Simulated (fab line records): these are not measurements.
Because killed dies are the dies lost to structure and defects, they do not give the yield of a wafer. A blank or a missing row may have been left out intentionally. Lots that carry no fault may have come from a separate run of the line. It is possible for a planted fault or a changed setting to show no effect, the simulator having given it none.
fab line records	flow sky130
record lots=24	wafers=72	last_day=51
route steps=708 shown DNWELL@43 GATE_OXIDE@200 VIA2@531 CAPM@550 CAP2M@605 METAL4@630
lots that met no fault: taken from a fault-free run of the same line
start_h: the number of hours between the record's first day and the start of the first shown wafer of the lot	wait_h: hours since the lot's step before	" the same as in the row above	L1.1+2: one row covering several wafers at once	- value missing, or start not given	* or withheld: withheld	< > ~ a bound
route shown NAME@n: a module of which the file shows steps, and the number in the route of the first	usual: average and standard deviation across the fault-free wafers	same: alike in all rows	chamber/n: place in a boat	sites: the reading at each site	_std_site: how widely they spread, as a standard deviation	_edge_site: outer sites' mean less inner sites'	radius_mm: how far each site lies from the wafer's centre	mask NAME#n: copy n	behind: tool/chamber where the wafer was last shaped	hold: what put the lot on hold/how long, in hours/how the hold closed	device: the transistor (n, p or np) that didn't switch	end of line: tests run on the same wafers once the route is complete	step lacking rows: just its recipe	killed: not the wafer's yield, but the dies lost to structure and defects at the first sort	map: per-die view of a wafer (x killed, . not killed, _ where there is no die)
set.NAME: the setting that was run; set.NAME@STEP: the one run at that earlier step	model.NAME: the simulator's own value behind a step, which no gauge read
a sample of lots followed through the steps of the route, with each step as a table and each wafer as a row
services: the hour from which a tool's chamber was out of use, counted from the record's first day as start_h (under 0 if before that day), plus the number of hours and why
## steps
# step SKY_DNWELL_STRIP_08
# recipe chemistry=O2/N2	power_w=1400	pressure_mtorr=1500	platen_temp_c=withheld	o2_flow_sccm=3000	n2_flow_sccm=300	overash_fraction=0.5
# usual drypump_motor_current_A=5.9/0.47	oes_product_au=0.722/0.0045	strip_time_to_endpoint_s=36.98/0.11
# same overash_fraction=0.5
lot.wafer	tool	chamber	start_h	wait_h	drypump_motor_current_A	oes_product_au	rf_hours_counter_h	strip_time_to_endpoint_s
L074.2	plasma_asher-02	0	49.68	0.1	6.1	0.727	23	36.98
L074.3	"	0	"	"	6.1	0.729	-	36.96
L074.6	"	0	"	"	6.1	0.725	-	37.08
L075.4	plasma_asher-04	0	60.35	0.1	5.1	0.721	-	37.03
L075.5	"	0	"	"	5.1	0.711	-	37.01
L075.6	"	1	"	"	5.6	0.728	-	36.96
L076.1	plasma_asher-02	1	65.22	0.1	6.3	0.727	25	37.13
L076.2	"	0	"	"	6.1	0.720	25	37.05
L076.5	"	1	"	"	6.3	0.725	-	37.02
L077.4	plasma_asher-03	0	69.95	0.1	5.4	0.726	-	36.81
L077.5	"	0	"	"	5.4	0.723	-	36.93
L077.6	"	1	"	"	6.4	0.721	-	36.90
L078.3	plasma_asher-04	1	75.00	0.1	5.6	0.720	-	37.02
L078.4	"	0	"	"	5.1	0.723	-	37.04
L078.6	"	0	"	"	5.1	0.727	-	37.01
L079.4	plasma_asher-03	1	79.50	0.1	6.4	0.728	-	37.13
L079.5	"	0	"	"	5.4	0.716	-	37.18
L079.6	"	1	"	"	6.4	0.717	-	37.11
L080.1	plasma_asher-04	0	85.73	0.1	5.1	0.712	42	36.92
L080.4	"	0	"	"	5.1	0.730	-	36.86
L080.5	"	0	"	"	5.1	0.720	-	36.90
L081.3	plasma_asher-02	0	90.16	0.1	6.1	0.718	-	36.91
L081.5	"	1	"	"	6.3	0.724	-	36.91
L081.6	"	0	"	"	6.1	0.723	-	36.92
L082.3	plasma_asher-03	0	94.85	0.1	5.5	0.716	-	37.05
L082.5	"	0	"	"	5.4	0.723	-	36.97
L082.6	"	1	"	"	6.4	0.723	-	37.03
L083.1	plasma_asher-02	0	103.23	0.1	6.1	0.721	28	36.88
L083.3	"	1	"	"	6.2	0.722	-	36.86
L083.5	"	0	"	"	6.1	0.724	-	37.00
L084.1	plasma_asher-03	1	107.63	0.1	6.5	0.724	39	37.17
L084.3	"	0	"	"	5.4	0.725	-	37.32
L084.5	"	1	"	"	6.4	0.712	-	37.25
L085.1	plasma_asher-02	0	116.88	0.1	6.1	0.719	30	37.18
L085.2	"	1	"	"	6.2	0.721	30	37.13
L085.4	"	0	"	"	6.1	0.719	-	37.03
L086.1	plasma_asher-03	0	117.22	0.1	5.4	0.721	40	37.00
L086.3	"	1	"	"	6.4	0.722	-	36.91
L086.6	"	1	"	"	6.4	0.720	-	36.96
L087.2	plasma_asher-03	0	123.68	0.1	5.4	0.711	41	37.03
L087.4	"	0	"	"	5.5	0.723	-	37.05
L087.6	"	0	"	"	5.4	0.717	-	36.96
L088.2	plasma_asher-03	1	127.12	0.1	6.4	0.726	41	37.01
L088.3	"	0	"	"	5.4	0.717	-	36.76
L088.6	"	1	"	"	6.4	0.720	-	36.85
L089.2	plasma_asher-04	1	139.72	0.1	5.6	0.723	2	37.06
L089.5	"	1	"	"	5.6	0.725	-	37.05
L089.6	"	0	"	"	5.1	0.730	-	36.96
L090.2	plasma_asher-04	0	145.57	0.1	5.1	0.723	2	36.88
L090.3	"	1	"	"	5.6	0.717	-	36.86
L090.4	"	0	"	"	5.1	0.726	-	36.95
L091.2	plasma_asher-02	1	145.92	0.1	6.2	0.728	33	36.86
L091.3	"	1	"	"	6.3	0.726	-	36.96
L091.5	"	1	"	"	6.2	0.723	-	36.96
L092.2	plasma_asher-02	0	151.32	0.1	6.1	0.724	33	36.98
L092.4	"	1	"	"	6.3	0.722	-	37.02
L092.5	"	1	"	"	6.3	0.719	-	36.97
L093.2	plasma_asher-02	1	154.83	0.1	6.3	0.727	34	36.88
L093.3	"	0	"	"	6.1	0.726	-	36.96
L093.6	"	1	"	"	6.3	0.728	-	36.93
L094.1	plasma_asher-04	0	160.22	0.1	5.1	0.725	4	37.02
L094.2	"	1	"	"	5.6	0.725	4	36.98
L094.3	"	1	"	"	5.6	0.725	-	36.95
L095.1	plasma_asher-02	0	166.83	0.1	6.2	0.716	35	36.98
L095.5	"	0	"	"	6.1	0.721	-	36.90
L095.6	"	1	"	"	6.3	0.714	-	37.01
L097.1	plasma_asher-03	1	189.23	0.1	6.4	0.718	47	36.75
L097.4	"	0	"	"	5.4	0.726	-	36.77
L097.5	"	1	"	"	6.4	0.717	-	36.75
L096.1	plasma_asher-04	0	189.42	0.1	5.1	0.724	7	37.07
L096.2	"	1	"	"	5.6	0.728	7	36.96
L096.6	"	0	"	"	5.1	0.719	-	37.07
# step SKY_GATE_OXIDE_STRIP_13
# recipe chemistry=O2/N2	power_w=1400	pressure_mtorr=1500	platen_temp_c=withheld	o2_flow_sccm=3000	n2_flow_sccm=300	overash_fraction=0.5
# usual drypump_motor_current_A=5.7/0.48	oes_product_au=0.716/0.005	strip_time_to_endpoint_s=14.18/0.044
# same overash_fraction=0.5
lot.wafer	tool	chamber	start_h	wait_h	drypump_motor_current_A	oes_product_au	rf_hours_counter_h	strip_time_to_endpoint_s
L074.2	plasma_asher-03	1	300.26	0.0	6.4	0.713	59	14.21
L074.3	"	0	"	"	5.4	0.716	-	14.20
L074.6	"	1	"	"	6.5	0.716	-	14.22
L075.4	plasma_asher-03	0	314.43	0.0	5.5	0.713	-	14.25
L075.5	"	0	"	"	5.5	0.714	-	14.21
L075.6	"	1	"	"	6.4	0.716	-	14.20
L076.1	plasma_asher-03	0	321.77	0.0	5.4	0.722	61	14.27
L076.2	"	1	"	"	6.5	0.721	61	14.23
L076.5	"	0	"	"	5.4	0.722	-	14.21
L077.4	plasma_asher-03	0	332.61	0.0	5.4	0.708	-	14.10
L077.5	"	1	"	"	6.4	0.715	-	14.10
L077.6	"	0	"	"	5.4	0.718	-	14.10
L078.3	plasma_asher-04	1	339.26	0.0	5.6	0.712	-	14.12
L078.4	"	0	"	"	5.1	0.709	-	14.09
L078.6	"	0	"	"	5.1	0.711	-	14.09
L079.4	plasma_asher-01	1	349.03	0.0	5.6	0.714	-	14.22
L079.5	"	0	"	"	6.3	0.711	-	14.17
L079.6	"	1	"	"	5.6	0.718	-	14.23
L080.1	plasma_asher-04	0	365.07	0.0	5.0	0.716	24	14.23
L080.4	"	1	"	"	5.6	0.715	-	14.23
L080.5	"	1	"	"	5.6	0.721	-	14.24
L081.3	plasma_asher-04	1	366.07	0.0	5.6	0.717	-	14.15
L081.5	"	0	"	"	5.1	0.713	-	14.15
L081.6	"	1	"	"	5.6	0.707	-	14.19
L082.3	plasma_asher-04	0	374.40	0.0	5.1	0.713	-	14.21
L082.5	"	1	"	"	5.6	0.713	-	14.19
L082.6	"	0	"	"	5.1	0.725	-	14.18
L083.1	plasma_asher-04	0	383.41	0.0	5.1	0.714	26	14.22
L083.3	"	0	"	"	5.1	0.722	-	14.19
L083.5	"	1	"	"	5.6	0.714	-	14.19
L084.1	plasma_asher-03	1	394.74	0.0	6.4	0.718	67	14.17
L084.3	"	1	"	"	6.4	0.713	-	14.23
L084.5	"	0	"	"	5.5	0.718	-	14.23
L086.1	plasma_asher-03	1	404.37	0.0	6.4	0.721	67	14.14
L086.3	"	1	"	"	6.4	0.710	-	14.11
L086.6	"	0	"	"	5.5	0.714	-	14.12
L085.1	plasma_asher-01	0	406.92	0.0	6.3	0.719	72	14.18
L085.2	"	1	"	"	5.6	0.714	72	14.17
L085.4	"	0	"	"	6.2	0.717	-	14.21
L087.2	plasma_asher-03	1	420.02	0.0	6.4	0.714	69	14.13
L087.4	"	0	"	"	5.5	0.708	-	14.10
L087.6	"	1	"	"	6.4	0.714	-	14.13
L088.2	plasma_asher-04	0	420.20	0.0	5.1	0.712	30	14.20
L088.3	"	0	"	"	5.1	0.719	-	14.23
L088.6	"	0	"	"	5.1	0.722	-	14.20
L089.2	plasma_asher-04	1	445.07	0.0	5.6	0.721	32	14.15
L089.5	"	1	"	"	5.6	0.722	-	14.12
L089.6	"	0	"	"	5.1	0.718	-	14.14
L090.2	plasma_asher-01	1	455.42	0.0	5.6	0.721	2	14.16
L090.3	"	0	"	"	6.3	0.715	-	14.23
L090.4	"	1	"	"	5.6	0.705	-	14.20
L091.2	plasma_asher-04	1	456.02	0.0	5.6	0.714	33	14.14
L091.3	"	0	"	"	5.1	0.724	-	14.14
L091.5	"	0	"	"	5.1	0.715	-	14.15
L092.2	plasma_asher-04	1	468.67	0.0	5.6	0.713	35	14.16
L092.4	"	1	"	"	5.6	0.729	-	14.20
L092.5	"	0	"	"	5.1	0.715	-	14.18
L093.2	plasma_asher-03	1	469.75	0.0	6.4	0.711	75	14.20
L093.3	"	1	"	"	6.4	0.719	-	14.21
L093.6	"	1	"	"	6.4	0.711	-	14.21
L094.1	plasma_asher-01	1	480.90	0.0	5.6	0.721	5	14.19
L094.2	"	0	"	"	6.3	0.719	5	14.17
L094.3	"	0	"	"	6.3	0.714	-	14.19
L095.1	plasma_asher-01	1	486.70	0.0	5.6	0.722	5	14.18
L095.5	"	1	"	"	5.6	0.720	-	14.15
L095.6	"	0	"	"	6.3	0.714	-	14.19
L097.1	plasma_asher-03	1	519.95	0.0	6.4	0.717	80	14.22
L097.4	"	1	"	"	6.4	0.713	-	14.19
L097.5	"	0	"	"	5.4	0.712	-	14.20
L096.1	plasma_asher-04	1	524.52	0.0	5.6	0.722	40	14.24
L096.2	"	0	"	"	5.0	0.711	40	14.23
L096.6	"	0	"	"	5.0	0.713	-	14.26
# step SKY_VIA2_CMP_24
# recipe stop_on=SiO2	t_overpolish_s=20	down_force_psi=3.5	platen_rpm=60	target_thk_nm=0	pad_velocity_m_s=0.94248
# usual motor_current_A=11.9/1	overpolish_run_s=20.000/0.0091	time_to_endpoint_s=101/3.4
lot.wafer	tool	chamber	start_h	wait_h	motor_current_A	overpolish_run_s	time_to_endpoint_s
L074.2	cmp-01	2	841.54	0.1	12.1	19.996	96
L074.3	"	3	"	"	11.2	19.999	100
L074.6	"	0	"	"	13.5	19.999	97
L075.4	cmp-01	1	859.66	0.1	11.7	19.999	97
L075.5	"	3	"	"	12.2	20.003	97
L075.6	"	0	"	"	14.4	19.996	97
L076.2	cmp-02	1	860.59	0.0	10.4	19.999	101
L076.1	"	2	"	"	11.2	19.999	105
L076.5	"	2	"	"	11.2	20.007	101
L077.4	cmp-01	3	874.60	0.2	11.9	20.004	102
L077.5	"	0	"	"	13.8	19.983	104
L077.6	"	1	"	"	11.3	19.996	102
L078.4	cmp-01	2	903.65	0.1	12.0	19.991	104
L078.3	"	3	"	"	12.0	19.998	98
L078.6	"	2	"	"	12.8	20.000	101
L079.4	cmp-01	0	904.35	0.4	13.8	20.015	95
L079.5	"	1	"	"	11.2	20.002	98
L079.6	"	2	"	"	12.4	20.002	100
L080.4	cmp-01	3	904.50	0.2	11.1	20.008	107
L080.1	"	0	"	"	13.7	20.007	105
L080.5	"	3	"	"	12.3	20.011	107
L081.3	cmp-02	0	906.22	0.1	11.8	20.000	104
L081.6	"	3	"	"	11.9	19.998	105
L081.5	"	0	"	"	12.6	19.993	101
L082.3	cmp-01	0	910.74	0.0	14.1	20.003	101
L082.6	"	0	"	"	13.9	20.014	101
L082.5	"	1	"	"	11.4	19.998	97
L083.1	cmp-02	2	919.74	0.1	11.2	20.000	101
L083.3	"	3	"	"	11.7	19.988	101
L083.5	"	1	"	"	10.6	20.014	102
L084.1	cmp-02	3	932.08	0.1	12.2	19.995	102
L084.3	"	0	"	"	12.6	19.983	100
L084.5	"	1	"	"	10.4	19.994	99
L086.1	cmp-02	1	940.51	0.1	10.5	20.000	95
L086.3	"	2	"	"	10.8	20.001	98
L086.6	"	2	"	"	10.8	19.988	95
L085.2	cmp-02	3	942.25	0.0	12.3	20.001	98
L085.1	"	1	"	"	10.2	19.984	100
L085.4	"	2	"	"	10.9	19.992	98
L087.2	cmp-01	2	951.00	0.3	11.4	20.001	103
L087.4	"	1	"	"	11.5	19.998	101
L087.6	"	2	"	"	12.1	20.016	101
L088.3	cmp-01	2	951.69	0.0	12.3	20.011	109
L088.2	"	1	"	"	11.8	20.008	103
L088.6	"	2	"	"	12.5	19.988	107
L089.2	cmp-01	1	971.02	0.0	11.4	19.993	101
L089.5	"	1	"	"	10.9	20.000	101
L089.6	"	2	"	"	11.6	19.993	102
L090.4	cmp-02	0	977.00	0.0	12.1	20.011	100
L090.3	"	2	"	"	11.5	19.983	100
L090.2	"	3	"	"	11.7	19.997	99
L091.3	cmp-02	3	982.32	0.1	11.8	20.010	105
L091.2	"	0	"	"	12.2	19.999	104
L091.5	"	2	"	"	10.4	20.001	107
L092.2	cmp-02	3	985.43	0.0	12.1	20.005	109
L092.4	"	0	"	"	12.0	20.025	99
L092.5	"	3	"	"	11.8	19.999	105
L093.3	cmp-01	3	987.27	0.0	12.0	19.995	100
L093.2	"	2	"	"	12.1	20.012	100
L093.6	"	0	"	"	14.2	19.996	99
L094.2	cmp-01	1	994.63	0.0	11.5	20.004	103
L094.1	"	3	"	"	11.7	20.008	108
L094.3	"	0	"	"	13.8	19.989	106
L095.1	cmp-01	3	1000.66	0.2	12.2	19.985	103
L095.6	"	0	"	"	14.6	20.012	97
L095.5	"	1	"	"	11.9	20.009	98
L097.1	cmp-01	0	1024.28	0.1	13.4	20.009	97
L097.4	"	2	"	"	12.3	20.003	102
L097.5	"	1	"	"	11.4	20.000	95
L096.1	cmp-02	1	1050.00	0.1	10.2	19.998	105
L096.2	"	2	"	"	10.6	19.994	107
L096.6	"	1	"	"	10.1	20.017	104
# step SKY_CAPM_METAL_ETCH_13
# recipe target_depth_nm=220	stop_on=SiO2	chemistry=Cl2/BCl3	target=TiN	pressure_mtorr=10	icp_w=900	bias_w=48.5	Cl2_flow_sccm=60	bcl3_flow_sccm=30	time_s=62.9
# usual drypump_motor_current_A=5.7/0.36	oes_product_au=0.941/0.0072	throttle_valve_pct=21.901/0.011
lot.wafer	tool	chamber	start_h	wait_h	drypump_motor_current_A	oes_product_au	rf_hours_counter_h	throttle_valve_pct
L074.2	rie_metal-02	0	867.10	0.0	6.3	0.935	13	21.918
L074.3	"	1	"	"	5.7	0.935	-	21.906
L074.6	"	1	"	"	5.7	0.945	-	21.916
L075.4	rie_metal-01	1	885.98	0.0	5.5	0.939	-	21.891
L075.5	"	0	"	"	6.0	0.940	-	21.906
L075.6	"	1	"	"	5.5	0.932	-	21.906
L076.1	rie_metal-02	0	887.42	0.0	6.3	0.951	14	21.895
L076.2	"	1	"	"	5.7	0.945	8	21.885
L076.5	"	1	"	"	5.7	0.938	-	21.913
L077.4	rie_metal-01	0	901.33	0.0	6.0	0.924	-	21.906
L077.5	"	0	"	"	6.0	0.928	-	21.912
L077.6	"	1	"	"	5.5	0.935	-	21.915
L078.3	rie_metal-01	0	927.68	0.0	5.9	0.940	-	21.899
L078.4	"	1	"	"	5.5	0.943	-	21.899
L078.6	"	0	"	"	6.0	0.958	-	21.897
L079.4	rie_metal-04	1	928.75	0.1	5.3	0.939	-	21.908
L079.5	"	1	"	"	5.3	0.947	-	21.894
L079.6	"	1	"	"	5.3	0.948	-	21.884
L080.1	rie_metal-02	0	929.57	0.0	6.3	0.944	16	21.900
L080.4	"	0	"	"	6.3	0.944	-	21.899
L080.5	"	0	"	"	6.3	0.949	-	21.888
L081.3	rie_metal-04	1	931.40	0.1	5.4	0.942	-	21.902
L081.5	"	1	"	"	5.3	0.939	-	21.882
L081.6	"	1	"	"	5.4	0.940	-	21.909
L082.3	rie_metal-04	1	935.72	0.1	5.4	0.953	-	21.900
L082.5	"	1	"	"	5.4	0.932	-	21.887
L082.6	"	1	"	"	5.4	0.947	-	21.892
L083.1	rie_metal-04	0	943.92	0.0	5.4	0.957	0	21.889
L083.3	"	1	"	"	5.3	0.945	-	21.892
L083.5	"	0	"	"	5.4	0.947	-	21.905
L084.1	rie_metal-02	0	957.47	0.0	6.3	0.940	17	21.926
L084.3	"	1	"	"	5.7	0.932	-	21.892
L084.5	"	1	"	"	5.7	0.932	-	21.912
L086.1	rie_metal-04	0	964.37	0.0	5.3	0.933	1	21.904
L086.3	"	0	"	"	5.4	0.938	-	21.898
L086.6	"	0	"	"	5.4	0.928	-	21.911
L085.1	rie_metal-02	1	966.15	0.0	5.7	0.950	12	21.898
L085.2	"	0	"	"	6.3	0.945	18	21.891
L085.4	"	0	"	"	6.3	0.943	-	21.902
L087.2	rie_metal-01	0	976.12	0.0	6.0	0.935	20	21.907
L087.4	"	0	"	"	6.0	0.922	-	21.922
L087.6	"	1	"	"	5.5	0.939	-	21.898
L088.2	rie_metal-04	1	977.50	0.0	5.4	0.940	13	21.902
L088.3	"	1	"	"	5.4	0.933	-	21.916
L088.6	"	1	"	"	5.4	0.944	-	21.908
L089.2	rie_metal-01	1	995.07	0.0	5.5	0.947	9	21.896
L089.5	"	1	"	"	5.5	0.942	-	21.905
L089.6	"	0	"	"	6.0	0.938	-	21.907
L090.2	rie_metal-02	0	1000.90	0.0	6.3	0.931	20	21.907
L090.3	"	1	"	"	5.7	0.928	-	21.916
L090.4	"	0	"	"	6.3	0.927	-	21.904
L091.2	rie_metal-01	1	1006.10	0.0	5.5	0.940	10	21.918
L091.3	"	0	"	"	6.0	0.938	-	21.888
L091.5	"	0	"	"	6.1	0.946	-	21.912
L092.2	rie_metal-04	0	1009.30	0.0	5.4	0.943	3	21.901
L092.4	"	0	"	"	5.4	0.936	-	21.906
L092.5	"	1	"	"	5.4	0.938	-	21.897
L093.2	rie_metal-04	1	1010.20	0.0	5.4	0.937	14	21.918
L093.3	"	1	"	"	5.4	0.944	-	21.899
L093.6	"	1	"	"	5.4	0.943	-	21.906
L094.1	rie_metal-02	0	1018.35	0.0	6.3	0.948	20	21.895
L094.2	"	1	"	"	5.7	0.938	15	21.903
L094.3	"	0	"	"	6.3	0.940	-	21.914
L095.1	rie_metal-02	1	1024.07	0.0	5.7	0.937	15	21.894
L095.5	"	1	"	"	5.7	0.938	-	21.898
L095.6	"	0	"	"	6.3	0.940	-	21.895
L097.1	rie_metal-02	1	1047.65	0.0	5.7	0.943	17	21.888
L097.4	"	1	"	"	5.7	0.944	-	21.899
L097.5	"	1	"	"	5.7	0.938	-	21.892
L096.1	rie_metal-04	1	1071.40	0.0	5.4	0.951	17	21.906
L096.2	"	0	"	"	5.4	0.945	6	21.922
L096.6	"	1	"	"	5.4	0.945	-	21.905
# step SKY_CAP2M_SPUTTER_02
# recipe material=TiN	target_thk_nm=200	temp_c=300	power_w=6500	time_s=166.7	chamber_pressure_pa=0.4131
# usual substrate_temp_c=300.00/0.22	throttle_valve_pct=30.5/1
lot.wafer	tool	chamber	start_h	wait_h	substrate_temp_c	throttle_valve_pct
L074.2	pvd_sputter-01	-	921.78	0.0	299.95	30.0
L074.3	"	-	"	"	300.34	30.2
L074.6	"	-	"	"	300.08	29.9
L075.4	pvd_sputter-03	-	940.09	0.0	300.29	29.3
L075.5	"	-	"	"	300.12	31.1
L075.6	"	-	"	"	299.57	31.2
L076.1	pvd_sputter-01	-	941.08	0.1	300.03	30.3
L076.2	"	-	"	"	300.52	29.4
L076.5	"	-	"	"	300.10	29.5
L077.4	pvd_sputter-03	-	955.19	0.0	300.22	29.4
L077.5	"	-	"	"	300.08	31.0
L077.6	"	-	"	"	300.28	29.6
L078.3	pvd_sputter-03	-	979.91	0.0	299.67	31.6
L078.4	"	-	"	"	299.91	32.9
L078.6	"	-	"	"	299.83	29.7
L079.4	pvd_sputter-01	-	982.42	0.0	299.80	30.1
L079.5	"	-	"	"	299.97	30.2
L079.6	"	-	"	"	299.92	30.0
L080.1	pvd_sputter-03	-	983.17	0.1	299.83	29.6
L080.4	"	-	"	"	299.85	31.1
L080.5	"	-	"	"	299.79	31.5
L081.3	pvd_sputter-03	-	984.40	0.0	299.88	31.8
L081.5	"	-	"	"	299.79	31.5
L081.6	"	-	"	"	299.74	31.1
L082.3	pvd_sputter-04	-	988.18	0.0	300.20	31.3
L082.5	"	-	"	"	299.91	29.7
L082.6	"	-	"	"	300.27	30.9
L083.1	pvd_sputter-04	-	995.77	0.1	300.03	31.3
L083.3	"	-	"	"	300.23	29.4
L083.5	"	-	"	"	299.69	30.6
L084.1	pvd_sputter-03	-	1009.18	0.1	300.23	31.4
L084.3	"	-	"	"	300.54	29.8
L084.5	"	-	"	"	300.19	29.5
L086.1	pvd_sputter-04	-	1015.90	0.1	299.55	29.3
L086.3	"	-	"	"	299.93	31.1
L086.6	"	-	"	"	299.87	29.5
L085.1	pvd_sputter-01	-	1016.57	0.1	300.21	29.7
L085.2	"	-	"	"	300.01	30.1
L085.4	"	-	"	"	299.89	30.2
L087.2	pvd_sputter-03	-	1026.18	0.0	299.84	30.9
L087.4	"	-	"	"	299.97	32.9
L087.6	"	-	"	"	300.03	32.8
L088.2	pvd_sputter-03	-	1027.64	0.0	300.08	29.7
L088.3	"	-	"	"	300.03	31.7
L088.6	"	-	"	"	299.82	33.1
L089.2	pvd_sputter-04	-	1045.06	0.0	300.29	29.7
L089.5	"	-	"	"	299.81	29.5
L089.6	"	-	"	"	299.88	29.5
L090.2	pvd_sputter-03	-	1051.53	0.0	300.10	29.5
L090.3	"	-	"	"	299.56	31.0
L090.4	"	-	"	"	299.74	31.6
L091.2	pvd_sputter-04	-	1055.66	0.0	299.74	29.4
L091.3	"	-	"	"	299.74	30.6
L091.5	"	-	"	"	299.87	30.7
L092.2	pvd_sputter-03	-	1059.22	0.0	300.34	31.7
L092.4	"	-	"	"	299.92	33.0
L092.5	"	-	"	"	299.87	29.6
L093.2	pvd_sputter-01	-	1060.28	0.0	300.02	29.9
L093.3	"	-	"	"	300.04	30.1
L093.6	"	-	"	"	299.96	30.3
L094.1	pvd_sputter-04	-	1065.92	0.1	300.15	29.3
L094.2	"	-	"	"	299.99	31.4
L094.3	"	-	"	"	299.97	30.6
L095.1	pvd_sputter-03	-	1072.88	0.1	299.90	33.0
L095.5	"	-	"	"	300.67	31.6
L095.6	"	-	"	"	299.73	31.0
L097.1	pvd_sputter-04	-	1096.93	0.1	300.12	29.1
L097.4	"	-	"	"	300.08	30.6
L097.5	"	-	"	"	300.20	29.2
L096.1	pvd_sputter-04	-	1118.38	0.1	300.31	30.6
L096.2	"	-	"	"	300.05	29.4
L096.6	"	-	"	"	300.24	30.8
# step SKY_METAL4_OVL_MEAS_14
# usual METAL4_OVL=0/4.6
lot.wafer	tool	chamber	start_h	wait_h	METAL4_OVL[nm]
L074.2	overlay-01	-	971.56	0.1	-2
L074.3	"	-	"	"	3
L074.6	"	-	"	"	3
L075.4	overlay-01	-	989.00	0.1	-8
L075.5	"	-	"	"	1
L075.6	"	-	"	"	-6
L076.1	overlay-01	-	989.69	0.1	2
L076.2	"	-	"	"	0
L076.5	"	-	"	"	0
L077.4	overlay-01	-	1002.90	0.1	-8
L077.5	"	-	"	"	-3
L077.6	"	-	"	"	-2
L078.3	overlay-01	-	1026.37	0.1	0
L078.4	"	-	"	"	-1
L078.6	"	-	"	"	-5
L079.4	overlay-02	-	1029.17	0.1	0
L079.5	"	-	"	"	-2
L079.6	"	-	"	"	-1
L080.1	overlay-01	-	1029.80	0.1	5
L080.4	"	-	"	"	-1
L080.5	"	-	"	"	7
L081.3	overlay-01	-	1031.50	0.1	-5
L081.5	"	-	"	"	0
L081.6	"	-	"	"	0
L082.3	overlay-01	-	1035.25	0.1	-4
L082.5	"	-	"	"	-2
L082.6	"	-	"	"	-8
L083.1	overlay-01	-	1041.89	0.1	8
L083.3	"	-	"	"	6
L083.5	"	-	"	"	9
L084.1	overlay-02	-	1055.34	0.1	-5
L084.3	"	-	"	"	5
L084.5	"	-	"	"	4
L086.1	overlay-01	-	1061.68	0.1	5
L086.3	"	-	"	"	1
L086.6	"	-	"	"	-3
L085.1	overlay-02	-	1062.68	0.1	0
L085.2	"	-	"	"	1
L085.4	"	-	"	"	-1
L087.2	overlay-02	-	1070.46	0.1	4
L087.4	"	-	"	"	7
L087.6	"	-	"	"	7
L088.2	overlay-02	-	1071.96	0.1	0
L088.3	"	-	"	"	0
L088.6	"	-	"	"	-4
L089.2	overlay-02	-	1088.81	0.1	-1
L089.5	"	-	"	"	0
L089.6	"	-	"	"	-11
L090.2	overlay-01	-	1093.04	0.1	-7
L090.3	"	-	"	"	-8
L090.4	"	-	"	"	-3
L091.2	overlay-01	-	1095.81	0.1	15
L091.3	"	-	"	"	0
L091.5	"	-	"	"	5
L092.2	overlay-02	-	1097.23	0.1	10
L092.4	"	-	"	"	3
L092.5	"	-	"	"	2
L093.2	overlay-01	-	1097.83	0.1	-9
L093.3	"	-	"	"	5
L093.6	"	-	"	"	1
L094.1	overlay-01	-	1102.69	0.1	2
L094.2	"	-	"	"	8
L094.3	"	-	"	"	2
L095.1	overlay-01	-	1107.03	0.1	1
L095.5	"	-	"	"	2
L095.6	"	-	"	"	-2
L097.1	overlay-01	-	1135.61	0.1	4
L097.4	"	-	"	"	2
L097.5	"	-	"	"	7
L096.1	overlay-01	-	1156.56	0.1	-1
L096.2	"	-	"	"	-5
L096.6	"	-	"	"	6
## services
tool	chamber	start_h	hours	kind
cmp-01	-	64.00	4.0	pm
cmp-01	-	66.53	0.5	repair
plasma_asher-04	-	108.75	9.0	pm
plasma_asher-04	-	133.37	2.8	pm
cmp-01	-	159.23	2.1	repair
cmp-01	-	186.32	6.5	pm
plasma_asher-04	-	259.26	4.3	repair
plasma_asher-03	-	312.53	0.6	repair
cmp-01	-	324.92	0.4	repair
plasma_asher-04	-	348.37	1.6	repair
plasma_asher-03	-	372.71	4.4	repair
plasma_asher-03	-	396.14	8.0	repair
cmp-01	-	404.30	4.0	pm
plasma_asher-03	-	534.70	28.1	pm
plasma_asher-04	-	580.10	2.1	repair
plasma_asher-03	-	584.21	0.5	repair
plasma_asher-04	-	655.07	10.0	repair
plasma_asher-04	-	733.73	3.3	repair
plasma_asher-03	-	733.75	9.0	pm
plasma_asher-03	-	780.13	10.7	pm
plasma_asher-03	-	794.42	5.7	repair
plasma_asher-04	-	820.76	11.2	pm
plasma_asher-03	-	892.02	2.8	pm
plasma_asher-03	-	897.16	3.2	repair
## key
fault none
